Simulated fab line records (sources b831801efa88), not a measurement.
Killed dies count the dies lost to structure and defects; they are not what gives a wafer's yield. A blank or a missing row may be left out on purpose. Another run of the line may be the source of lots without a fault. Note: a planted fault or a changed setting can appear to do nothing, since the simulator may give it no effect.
Which tool was responsible? :: flow gf180mcu :: 42 wafers from 14 lots sampled at 5 of the route's 602 steps

## WHAT THE GAUGES READ, wafer by wafer
GF_SALICIDE_RS_MEAS_04: the measuring method here is four-point-probe. Usual: for SALICIDE_TIN_RS the level is 16.5 ohm/sq and the standard deviation is 0.33.
lot: L247
measured: day 15 06:23
on: filmMetro-04
SALICIDE_TIN_RS (ohm/sq): 16.5 16.6 16.6
flag: 

lot: L248
measured: day 15 13:30
on: filmMetro-03
SALICIDE_TIN_RS (ohm/sq): 16.0 16.6 16.2
flag: 

lot: L252
measured: day 17 00:54
on: filmMetro-02
SALICIDE_TIN_RS (ohm/sq): 16.0 15.9 16.6
flag: 

lot: L253
measured: day 17 11:09
on: filmMetro-04
SALICIDE_TIN_RS (ohm/sq): 16.6 16.0 16.5
flag: 

lot: L256
measured: day 18 06:44
on: filmMetro-04
SALICIDE_TIN_RS (ohm/sq): 16.5 16.7 16.6
flag: 

lot: L257
measured: day 18 17:56
on: filmMetro-03
SALICIDE_TIN_RS (ohm/sq): 18.7 17.9 18.3
flag: OFF

lot: L259
measured: day 19 14:40
on: filmMetro-02
SALICIDE_TIN_RS (ohm/sq): 17.7 18.2 18.3
flag: OFF

lot: L262
measured: day 20 13:52
on: filmMetro-03
SALICIDE_TIN_RS (ohm/sq): 16.6 17.0 16.3
flag: 

lot: L263
measured: day 21 01:37
on: filmMetro-03
SALICIDE_TIN_RS (ohm/sq): 16.5 16.5 15.9
flag: 

lot: L266
measured: day 22 07:57
on: filmMetro-04
SALICIDE_TIN_RS (ohm/sq): 16.4 16.4 16.5
flag: 

lot: L267
measured: day 22 08:23
on: filmMetro-04
SALICIDE_TIN_RS (ohm/sq): 16.6 16.8 16.4
flag: 

lot: L268
measured: day 22 13:27
on: filmMetro-04
SALICIDE_TIN_RS (ohm/sq): 16.5 16.2 16.6
flag: 

lot: L269
measured: day 23 00:33
on: filmMetro-03
SALICIDE_TIN_RS (ohm/sq): 16.2 16.2 15.8
flag: 

lot: L270
measured: day 23 09:06
on: filmMetro-03
SALICIDE_TIN_RS (ohm/sq): 16.9 16.9 16.7
flag: 

GF_CONTACT_CD_MEAS_14: the cd target is 220 nm. Usual: cdNm at 219.7 nm, with a standard deviation of 1.5.
lot: L247
measured: day 16 04:53
on: cdSem-02
cdNm (nm): 221.4 220.3 220.6
flag: 

lot: L248
measured: day 16 12:59
on: cdSem-01
cdNm (nm): 219.4 218.6 217.5
flag: 

lot: L252
measured: day 18 01:05
on: cdSem-02
cdNm (nm): 221.2 221.4 220.9
flag: 

lot: L253
measured: day 18 12:05
on: cdSem-02
cdNm (nm): 218.1 218.5 218.8
flag: 

lot: L256
measured: day 19 08:25
on: cdSem-01
cdNm (nm): 218.4 218.2 218.5
flag: 

lot: L257
measured: day 19 19:18
on: cdSem-01
cdNm (nm): 217.3 216.2 218.3
flag: 

lot: L259
measured: day 20 14:50
on: cdSem-01
cdNm (nm): 219.8 220.5 219.3
flag: 

lot: L262
measured: day 21 14:46
on: cdSem-02
cdNm (nm): 219.8 219.0 219.0
flag: 

lot: L263
measured: day 22 02:28
on: cdSem-02
cdNm (nm): 220.9 220.9 221.2
flag: 

lot: L266
measured: day 23 08:17
on: cdSem-01
cdNm (nm): 221.0 222.0 220.2
flag: 

lot: L267
measured: day 23 09:03
on: cdSem-01
cdNm (nm): 221.1 220.4 220.2
flag: 

lot: L268
measured: day 23 13:38
on: cdSem-01
cdNm (nm): 219.2 220.1 219.8
flag: 

lot: L269
measured: day 24 00:35
on: cdSem-02
cdNm (nm): 218.6 218.6 218.0
flag: 

lot: L270
measured: day 24 08:47
on: cdSem-02
cdNm (nm): 220.9 220.2 220.0
flag: 

GF_M1_OVL_MEAS_15. Usual: for M1_OVL the level is -2 nm and the standard deviation is 6.
lot: L247
measured: day 17 03:52
on: overlay-01
M1_OVL (nm): -7 -8 -8
flag: 

lot: L248
measured: day 17 13:23
on: overlay-01
M1_OVL (nm): 0 0 -3
flag: 

lot: L252
measured: day 19 01:36
on: overlay-02
M1_OVL (nm): 0 -4 -5
flag: 

lot: L253
measured: day 19 13:30
on: overlay-01
M1_OVL (nm): -4 -6 -8
flag: 

lot: L256
measured: day 20 10:27
on: overlay-02
M1_OVL (nm): 14 1 -3
flag: 

lot: L257
measured: day 20 20:31
on: overlay-01
M1_OVL (nm): 9 9 6
flag: 

lot: L259
measured: day 21 15:51
on: overlay-02
M1_OVL (nm): 4 2 11
flag: 

lot: L262
measured: day 22 15:37
on: overlay-02
M1_OVL (nm): -4 -9 -7
flag: 

lot: L263
measured: day 23 03:17
on: overlay-01
M1_OVL (nm): -2 3 -1
flag: 

lot: L266
measured: day 24 08:11
on: overlay-01
M1_OVL (nm): 6 12 5
flag: 

lot: L267
measured: day 24 09:27
on: overlay-01
M1_OVL (nm): -2 0 8
flag: 

lot: L268
measured: day 24 13:55
on: overlay-02
M1_OVL (nm): 0 -6 -8
flag: 

lot: L269
measured: day 24 23:34
on: overlay-01
M1_OVL (nm): 4 4 3
flag: 

lot: L270
measured: day 25 07:48
on: overlay-02
M1_OVL (nm): -1 -10 -4
flag: 

GF_V1_THK_MEAS_01. Usual: for V1_CVD_00_THK the level is 614 nm and the standard deviation is 5.9.
lot: L247
measured: day 17 04:42
on: filmMetro-02
V1_CVD_00_THK (nm): 624 619 613
flag: 

lot: L248
measured: day 17 14:10
on: filmMetro-02
V1_CVD_00_THK (nm): 627 624 619
flag: 

lot: L252
measured: day 19 02:25
on: filmMetro-02
V1_CVD_00_THK (nm): 614 613 608
flag: 

lot: L253
measured: day 19 14:17
on: filmMetro-02
V1_CVD_00_THK (nm): 609 610 610
flag: 

lot: L256
measured: day 20 11:13
on: filmMetro-03
V1_CVD_00_THK (nm): 608 617 623
flag: 

lot: L257
measured: day 20 21:25
on: filmMetro-01
V1_CVD_00_THK (nm): 618 631 614
flag: 

lot: L259
measured: day 21 16:40
on: filmMetro-01
V1_CVD_00_THK (nm): 619 620 619
flag: 

lot: L262
measured: day 22 16:23
on: filmMetro-03
V1_CVD_00_THK (nm): 616 616 621
flag: 

lot: L263
measured: day 23 04:03
on: filmMetro-03
V1_CVD_00_THK (nm): 617 619 628
flag: 

lot: L266
measured: day 24 08:58
on: filmMetro-01
V1_CVD_00_THK (nm): 611 614 619
flag: 

lot: L267
measured: day 24 10:14
on: filmMetro-03
V1_CVD_00_THK (nm): 619 617 618
flag: 

lot: L268
measured: day 24 14:41
on: filmMetro-01
V1_CVD_00_THK (nm): 614 605 612
flag: 

lot: L269
measured: day 25 00:28
on: filmMetro-01
V1_CVD_00_THK (nm): 604 604 614
flag: 

lot: L270
measured: day 25 08:34
on: filmMetro-02
V1_CVD_00_THK (nm): 598 603 607
flag: 

## TOOL THAT RAN EACH LOT (tool first, then ch and the chambers of the sampled wafers, then the start)
lot: L247
GF_SALICIDE_SPUTTER_02: pvdSputter-02, day 15 06:19

lot: L248
GF_SALICIDE_SPUTTER_02: pvdSputter-01, day 15 13:26

lot: L252
GF_SALICIDE_SPUTTER_02: pvdSputter-02, day 17 00:51

lot: L253
GF_SALICIDE_SPUTTER_02: pvdSputter-02, day 17 11:05

lot: L256
GF_SALICIDE_SPUTTER_02: pvdSputter-02, day 18 06:40

lot: L257
GF_SALICIDE_SPUTTER_02: pvdSputter-02, day 18 17:50

lot: L259
GF_SALICIDE_SPUTTER_02: pvdSputter-02, day 19 14:32

lot: L262
GF_SALICIDE_SPUTTER_02: pvdSputter-01, day 20 13:46

lot: L263
GF_SALICIDE_SPUTTER_02: pvdSputter-01, day 21 01:34

lot: L266
GF_SALICIDE_SPUTTER_02: pvdSputter-04, day 22 07:53

lot: L267
GF_SALICIDE_SPUTTER_02: pvdSputter-01, day 22 08:19

lot: L268
GF_SALICIDE_SPUTTER_02: pvdSputter-02, day 22 13:23

lot: L269
GF_SALICIDE_SPUTTER_02: pvdSputter-04, day 23 00:28

lot: L270
GF_SALICIDE_SPUTTER_02: pvdSputter-02, day 23 09:03
- GF_SALICIDE_SPUTTER_02: material Co, target thk 10 nm, time 20 s.

## AS READ BY THE TOOLS THEMSELVES (means over the sampled wafers that have a number; for cases with no such wafer, the mark the record gives instead)
GF_SALICIDE_SPUTTER_02. Usual: chamberPressurePa 0.4000 Pa, standard deviation 0.00086; throttleValvePct 30.1 %, standard deviation 1.1.
lot: L247
tool: pvdSputter-02
chamberPressurePa (Pa): 0.4002
throttleValvePct (%): 29.4
flag: 

lot: L248
tool: pvdSputter-01
chamberPressurePa (Pa): 0.3996
throttleValvePct (%): 30.2
flag: 

lot: L252
tool: pvdSputter-02
chamberPressurePa (Pa): 0.4001
throttleValvePct (%): 29.8
flag: 

lot: L253
tool: pvdSputter-02
chamberPressurePa (Pa): 0.4004
throttleValvePct (%): 29.5
flag: 

lot: L256
tool: pvdSputter-02
chamberPressurePa (Pa): 0.3999
throttleValvePct (%): 29.6
flag: 

lot: L257
tool: pvdSputter-02
chamberPressurePa (Pa): 0.3990
throttleValvePct (%): 29.8
flag: 

lot: L259
tool: pvdSputter-02
chamberPressurePa (Pa): 0.3996
throttleValvePct (%): 29.3
flag: 

lot: L262
tool: pvdSputter-01
chamberPressurePa (Pa): 0.3998
throttleValvePct (%): 30.3
flag: 

lot: L263
tool: pvdSputter-01
chamberPressurePa (Pa): 0.4007
throttleValvePct (%): 30.1
flag: 

lot: L266
tool: pvdSputter-04
chamberPressurePa (Pa): 0.3994
throttleValvePct (%): 31.7
flag: 

lot: L267
tool: pvdSputter-01
chamberPressurePa (Pa): 0.3989
throttleValvePct (%): 30.5
flag: 

lot: L268
tool: pvdSputter-02
chamberPressurePa (Pa): 0.4000
throttleValvePct (%): 29.9
flag: 

lot: L269
tool: pvdSputter-04
chamberPressurePa (Pa): 0.3999
throttleValvePct (%): 30.3
flag: 

lot: L270
tool: pvdSputter-02
chamberPressurePa (Pa): 0.4005
throttleValvePct (%): 29.0
flag: 

## THE ANSWER, worked out from the rows above alone
Rule: lot off if the mean of its wafers having a number is beyond 3 standard deviations from the usual mean. A lot without any number at a reading at which 4 lots or more have one is off too. All remaining lots with rows at the step are treated as sound. Order of review: gauges by route order, followed by the tools' own readings, for which a lot's mean as printed above is used. The first step at which some lot is off is used, and at that step the reading that is off furthest; a lot without a number counts as furthest.
Off: at GF_SALICIDE_RS_MEAS_04 (SALICIDE_TIN_RS), L257, L259.
If a tool, at a process step before that reading, ran all the lots that are off and no sound lot after the first of them, it fits. Those tools and the gauges at GF_SALICIDE_RS_MEAS_04 are tried in the same way. None of those tried fits.

## WHAT WAS PUT IN BY THE SIMULATOR
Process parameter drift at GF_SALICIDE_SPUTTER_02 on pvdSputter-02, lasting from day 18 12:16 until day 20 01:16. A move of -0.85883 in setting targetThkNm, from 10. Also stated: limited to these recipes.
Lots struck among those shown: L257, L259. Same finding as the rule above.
